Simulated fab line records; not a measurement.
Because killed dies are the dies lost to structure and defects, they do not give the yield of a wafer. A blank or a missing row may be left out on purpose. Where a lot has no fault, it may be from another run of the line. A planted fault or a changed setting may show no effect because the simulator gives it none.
Which of the tools did it? + flow gf180mcu + 6 lots, 17 wafers sampled, at 2 steps of a route of 602

WHAT THE GAUGES READ, wafer by wafer
GF_NSD_CD_MEAS_07: target cd 400 nm.
| lot  | measured     | on        | cd nm (nm)        |
|------|--------------|-----------|-------------------|
| L844 | day 13 16:34 | cd sem-01 | 401.2 401.5 403.3 |
| L856 | day 18 08:27 | cd sem-02 | 411.0 400.5       |
| L858 | day 18 17:59 | cd sem-02 | 398.6 397.6 395.7 |
| L861 | day 19 14:54 | cd sem-02 | 398.0 398.7 398.0 |
| L863 | day 20 09:32 | cd sem-01 | 402.3 398.9 400.7 |
| L865 | day 21 06:26 | cd sem-01 | 398.0 398.1 398.4 |

TOOL THAT RAN EACH LOT (tool first, then ch and the chambers of the sampled wafers, then the start)
| lot  | GF_NSD_DEVELOP_06                 |
|------|-----------------------------------|
| L844 | litho track-03 ch 0, day 13 16:25 |
| L856 | litho track-01 ch 0, day 18 08:19 |
| L858 | litho track-03 ch 0, day 18 17:50 |
| L861 | litho track-03 ch 0, day 19 14:46 |
| L863 | litho track-03 ch 0, day 20 09:23 |
| L865 | litho track-03 ch 0, day 21 06:17 |
- GF_NSD_DEVELOP_06: develop time 60 s.

THE ANSWER, worked out from the rows above alone
Rule: the usual values come from the lots themselves. The widest of any qualifying gaps counts: lots, ordered by their means at a reading, are off when they make up no more than a third of the lots, leave a main group of 4 or more, and stand apart from it by 3 or more times the standard deviation of that group's means. If all means in a main group match to the digits the tables above print for the reading, that group is not used. A lot without any number at a reading at which 4 lots or more have one is off too. The other lots that the step has rows for count as sound.
No lot is off at any reading shown: from this, nothing can be told.

WHAT HAD BEEN PUT IN BY THE SIMULATOR
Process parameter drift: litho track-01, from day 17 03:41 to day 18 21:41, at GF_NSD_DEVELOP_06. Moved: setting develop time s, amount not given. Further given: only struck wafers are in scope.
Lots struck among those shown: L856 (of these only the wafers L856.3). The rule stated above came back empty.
